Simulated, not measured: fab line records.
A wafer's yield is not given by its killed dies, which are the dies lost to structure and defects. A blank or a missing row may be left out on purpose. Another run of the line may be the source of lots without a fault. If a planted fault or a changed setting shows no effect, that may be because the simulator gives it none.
Which of the tools did it? :: flow gf180mcu :: 36 wafers from 12 lots sampled at 4 of the route's 602 steps

## WHAT THE GAUGES SHOWED, per wafer
GF_DUAL_GATE_THK_MEAS_03. Usual: DUAL_GATE_OXIDATION_00_THK 10.79 nm, standard deviation 0.24.
lot: L971
measured: day 7 14:22
on: film_metro-03
DUAL_GATE_OXIDATION_00_THK (nm): 10.38 10.55 10.65
flag: 

lot: L973
measured: day 8 06:28
on: film_metro-03
DUAL_GATE_OXIDATION_00_THK (nm): 7.59 7.59 7.73
flag: OFF

lot: L974
measured: day 8 10:57
on: film_metro-02
DUAL_GATE_OXIDATION_00_THK (nm): 7.83 7.69 7.53
flag: OFF

lot: L982
measured: day 11 06:22
on: film_metro-03
DUAL_GATE_OXIDATION_00_THK (nm): 10.74 10.64 10.63
flag: 

lot: L983
measured: day 11 20:06
on: film_metro-04
DUAL_GATE_OXIDATION_00_THK (nm): 10.76 10.71 10.67
flag: 

lot: L984
measured: day 11 21:19
on: film_metro-03
DUAL_GATE_OXIDATION_00_THK (nm): 10.78 11.06 11.06
flag: 

lot: L986
measured: day 12 08:59
on: film_metro-03
DUAL_GATE_OXIDATION_00_THK (nm): 10.70 10.68 10.54
flag: 

lot: L985
measured: day 12 10:26
on: film_metro-02
DUAL_GATE_OXIDATION_00_THK (nm): 10.92 10.82 11.00
flag: 

lot: L988
measured: day 13 03:40
on: film_metro-04
DUAL_GATE_OXIDATION_00_THK (nm): 10.82 10.85 10.89
flag: 

lot: L989
measured: day 13 11:56
on: film_metro-03
DUAL_GATE_OXIDATION_00_THK (nm): 11.12 11.07 11.10
flag: 

lot: L991
measured: day 13 20:46
on: film_metro-02
DUAL_GATE_OXIDATION_00_THK (nm): 11.01 11.03 11.14
flag: 

lot: L993
measured: day 14 12:13
on: film_metro-03
DUAL_GATE_OXIDATION_00_THK (nm): 10.78 10.73 10.66
flag: 

GF_V2_CD_MEAS_14: the cd target is 260 nm. Usual: 259.7 nm for cd_nm, sd 1.
lot: L971
measured: day 20 01:29
on: cd_sem-02
cd_nm (nm): 260.5 260.0 259.5
flag: 

lot: L973
measured: day 21 03:14
on: cd_sem-01
cd_nm (nm): 261.1 261.1 260.7
flag: 

lot: L974
measured: day 21 07:03
on: cd_sem-02
cd_nm (nm): 260.7 261.6 261.7
flag: 

lot: L982
measured: day 25 01:29
on: cd_sem-02
cd_nm (nm): 259.2 258.9 258.8
flag: 

lot: L983
measured: day 25 11:11
on: cd_sem-01
cd_nm (nm): 261.5 261.1 260.9
flag: 

lot: L984
measured: day 25 15:08
on: cd_sem-01
cd_nm (nm): 260.5 258.6 260.7
flag: 

lot: L986
measured: day 26 04:59
on: cd_sem-01
cd_nm (nm): 260.2 259.5 259.4
flag: 

lot: L985
measured: day 26 08:47
on: cd_sem-02
cd_nm (nm): 260.3 261.3 259.9
flag: 

lot: L988
measured: day 26 21:11
on: cd_sem-01
cd_nm (nm): 260.7 258.9 258.2
flag: 

lot: L989
measured: day 27 05:35
on: cd_sem-02
cd_nm (nm): 259.5 258.9 258.8
flag: 

lot: L991
measured: day 27 18:49
on: cd_sem-02
cd_nm (nm): 256.6 259.1 259.3
flag: 

lot: L993
measured: day 28 07:04
on: cd_sem-02
cd_nm (nm): 258.3 259.0 259.1
flag: 

## TOOL THAT RAN EACH LOT (tool first, then ch and the chambers of the sampled wafers, then the start)
lot: L971
GF_DUAL_GATE_OXIDATION_02: furnace-02 ch 0, day 7 12:55
GF_M2_SPUTTER_03: pvd_sputter-01, day 18 00:06

lot: L973
GF_DUAL_GATE_OXIDATION_02: furnace-02 ch 0, day 8 05:01
GF_M2_SPUTTER_03: pvd_sputter-03, day 19 02:19

lot: L974
GF_DUAL_GATE_OXIDATION_02: furnace-02 ch 0, day 8 09:29
GF_M2_SPUTTER_03: pvd_sputter-03, day 19 05:23

lot: L982
GF_DUAL_GATE_OXIDATION_02: furnace-02 ch 0, day 11 04:54
GF_M2_SPUTTER_03: pvd_sputter-01, day 23 03:26

lot: L983
GF_DUAL_GATE_OXIDATION_02: furnace-01 ch 0, day 11 18:39
GF_M2_SPUTTER_03: pvd_sputter-01, day 23 13:11

lot: L984
GF_DUAL_GATE_OXIDATION_02: furnace-02 ch 0, day 11 19:51
GF_M2_SPUTTER_03: pvd_sputter-01, day 23 17:01

lot: L986
GF_DUAL_GATE_OXIDATION_02: furnace-02 ch 0, day 12 07:32
GF_M2_SPUTTER_03: pvd_sputter-01, day 24 08:53

lot: L985
GF_DUAL_GATE_OXIDATION_02: furnace-02 ch 0, day 12 08:59
GF_M2_SPUTTER_03: pvd_sputter-02, day 24 11:59

lot: L988
GF_DUAL_GATE_OXIDATION_02: furnace-01 ch 0, day 13 02:09
GF_M2_SPUTTER_03: pvd_sputter-03, day 25 01:12

lot: L989
GF_DUAL_GATE_OXIDATION_02: furnace-01 ch 0, day 13 10:28
GF_M2_SPUTTER_03: pvd_sputter-02, day 25 10:32

lot: L991
GF_DUAL_GATE_OXIDATION_02: furnace-01 ch 0, day 13 19:17
GF_M2_SPUTTER_03: pvd_sputter-02, day 26 01:05

lot: L993
GF_DUAL_GATE_OXIDATION_02: furnace-02 ch 0, day 14 10:46
GF_M2_SPUTTER_03: pvd_sputter-02, day 26 12:52
- GF_DUAL_GATE_OXIDATION_02: stabilise 600 s, purge 300 s, target thk 10.887 nm.
- GF_M2_SPUTTER_03: material Ti, target thk 10 nm, time 6.7 s.

## WHAT THE TOOLS THEMSELVES READ (means of the sampled wafers that have a number; where no wafer has one, the mark that the record gives instead)
GF_DUAL_GATE_OXIDATION_02. Usual: for spike_tc_bottom_C, 917.8 C with a standard deviation of 1.3; for spike_tc_centre_C, 902.0 C with a standard deviation of 0.99; for spike_tc_lower_C, 900.8 C with a standard deviation of 1.5; for spike_tc_top_C, 911.5 C with a standard deviation of 1.5; for spike_tc_upper_C, 899.7 C with a standard deviation of 1.2; for tube_center_temp_C, 900.01 C with a standard deviation of 0.092; for tube_center_temp_C_max, 902.4 with a standard deviation of 0.39.
lot: L971
tool: furnace-02
spike_tc_bottom_C (C): 918.2
spike_tc_centre_C (C): 901.8
spike_tc_lower_C (C): 903.1
spike_tc_top_C (C): 909.9
spike_tc_upper_C (C): 900.2
tube_center_temp_C (C): 900.04
tube_center_temp_C_max: 902.3
flag: 

lot: L973
tool: furnace-02
spike_tc_bottom_C (C): 890.2
spike_tc_centre_C (C): 873.5
spike_tc_lower_C (C): 873.7
spike_tc_top_C (C): 882.3
spike_tc_upper_C (C): 872.9
tube_center_temp_C (C): 872.26
tube_center_temp_C_max: 874.6
flag: OFF

lot: L974
tool: furnace-02
spike_tc_bottom_C (C): 890.3
spike_tc_centre_C (C): 873.0
spike_tc_lower_C (C): 874.3
spike_tc_top_C (C): 883.3
spike_tc_upper_C (C): 872.9
tube_center_temp_C (C): 872.17
tube_center_temp_C_max: 874.8
flag: OFF

lot: L982
tool: furnace-02
spike_tc_bottom_C (C): 917.9
spike_tc_centre_C (C): 901.4
spike_tc_lower_C (C): 903.2
spike_tc_top_C (C): 909.8
spike_tc_upper_C (C): 900.5
tube_center_temp_C (C): 900.02
tube_center_temp_C_max: 902.3
flag: 

lot: L983
tool: furnace-01
spike_tc_bottom_C (C): 917.8
spike_tc_centre_C (C): 902.2
spike_tc_lower_C (C): 900.0
spike_tc_top_C (C): 912.0
spike_tc_upper_C (C): 899.0
tube_center_temp_C (C): 900.02
tube_center_temp_C_max: 902.2
flag: 

lot: L984
tool: furnace-02
spike_tc_bottom_C (C): 918.1
spike_tc_centre_C (C): 901.1
spike_tc_lower_C (C): 901.8
spike_tc_top_C (C): 910.9
spike_tc_upper_C (C): 899.7
tube_center_temp_C (C): 900.03
tube_center_temp_C_max: 902.5
flag: 

lot: L986
tool: furnace-02
spike_tc_bottom_C (C): 919.3
spike_tc_centre_C (C): 901.9
spike_tc_lower_C (C): 901.0
spike_tc_top_C (C): 910.5
spike_tc_upper_C (C): 900.7
tube_center_temp_C (C): 900.03
tube_center_temp_C_max: 902.6
flag: 

lot: L985
tool: furnace-02
spike_tc_bottom_C (C): 918.6
spike_tc_centre_C (C): 902.4
spike_tc_lower_C (C): 902.4
spike_tc_top_C (C): 910.5
spike_tc_upper_C (C): 900.5
tube_center_temp_C (C): 900.07
tube_center_temp_C_max: 902.4
flag: 

lot: L988
tool: furnace-01
spike_tc_bottom_C (C): 916.3
spike_tc_centre_C (C): 902.1
spike_tc_lower_C (C): 899.7
spike_tc_top_C (C): 913.4
spike_tc_upper_C (C): 899.9
tube_center_temp_C (C): 900.04
tube_center_temp_C_max: 902.6
flag: 

lot: L989
tool: furnace-01
spike_tc_bottom_C (C): 917.7
spike_tc_centre_C (C): 902.1
spike_tc_lower_C (C): 900.8
spike_tc_top_C (C): 911.8
spike_tc_upper_C (C): 899.0
tube_center_temp_C (C): 900.03
tube_center_temp_C_max: 902.3
flag: 

lot: L991
tool: furnace-01
spike_tc_bottom_C (C): 917.7
spike_tc_centre_C (C): 902.4
spike_tc_lower_C (C): 899.2
spike_tc_top_C (C): 912.3
spike_tc_upper_C (C): 898.9
tube_center_temp_C (C): 899.94
tube_center_temp_C_max: 902.2
flag: 

lot: L993
tool: furnace-02
spike_tc_bottom_C (C): 918.4
spike_tc_centre_C (C): 902.1
spike_tc_lower_C (C): 902.2
spike_tc_top_C (C): 910.2
spike_tc_upper_C (C): 901.1
tube_center_temp_C (C): 900.12
tube_center_temp_C_max: 902.5
flag: 

GF_M2_SPUTTER_03. Usual: substrate_temp_c 300.03 C, standard deviation 0.21; throttle_valve_pct 29.7 %, standard deviation 1.4.
lot: L971
tool: pvd_sputter-01
substrate_temp_c (C): 300.15
throttle_valve_pct (%): 28.2
flag: 

lot: L973
tool: pvd_sputter-03
substrate_temp_c (C): 299.92
throttle_valve_pct (%): 28.8
flag: 

lot: L974
tool: pvd_sputter-03
substrate_temp_c (C): 300.03
throttle_valve_pct (%): 28.8
flag: 

lot: L982
tool: pvd_sputter-01
substrate_temp_c (C): 299.94
throttle_valve_pct (%): 31.2
flag: 

lot: L983
tool: pvd_sputter-01
substrate_temp_c (C): 300.04
throttle_valve_pct (%): 30.5
flag: 

lot: L984
tool: pvd_sputter-01
substrate_temp_c (C): 300.09
throttle_valve_pct (%): 30.2
flag: 

lot: L986
tool: pvd_sputter-01
substrate_temp_c (C): 300.11
throttle_valve_pct (%): 30.1
flag: 

lot: L985
tool: pvd_sputter-02
substrate_temp_c (C): 299.98
throttle_valve_pct (%): 30.0
flag: 

lot: L988
tool: pvd_sputter-03
substrate_temp_c (C): 299.89
throttle_valve_pct (%): 29.4
flag: 

lot: L989
tool: pvd_sputter-02
substrate_temp_c (C): 299.95
throttle_valve_pct (%): 29.8
flag: 

lot: L991
tool: pvd_sputter-02
substrate_temp_c (C): 300.10
throttle_valve_pct (%): 29.8
flag: 

lot: L993
tool: pvd_sputter-02
substrate_temp_c (C): 299.98
throttle_valve_pct (%): 30.1
flag: 

## THE ANSWER, worked out from the rows above alone
Rule: lot off if the mean of its wafers having a number is beyond 3 standard deviations from the usual mean. Also off: a lot with no number at a reading for which 4 or more lots have one. Where the step has rows for the other lots, those lots are counted as sound. First the gauges in route order, then the tools' own readings, where a lot's mean is used as printed above. At the first step where some lot is off, the reading lying furthest off is the one used; lots without a number count as furthest.
Off: L973, L974, at GF_DUAL_GATE_THK_MEAS_03 (DUAL_GATE_OXIDATION_00_THK).
A tool fits if, at a process step before that reading, it ran every lot that is off, and no sound lot after the first of them. Not tried: the gauges at GF_DUAL_GATE_THK_MEAS_03; whatever is off there is also off at GF_DUAL_GATE_OXIDATION_02, on other tools, and gauge error can't account for it. Not one of the candidates tried fits.

## WHAT THE SIMULATOR HAD PUT IN
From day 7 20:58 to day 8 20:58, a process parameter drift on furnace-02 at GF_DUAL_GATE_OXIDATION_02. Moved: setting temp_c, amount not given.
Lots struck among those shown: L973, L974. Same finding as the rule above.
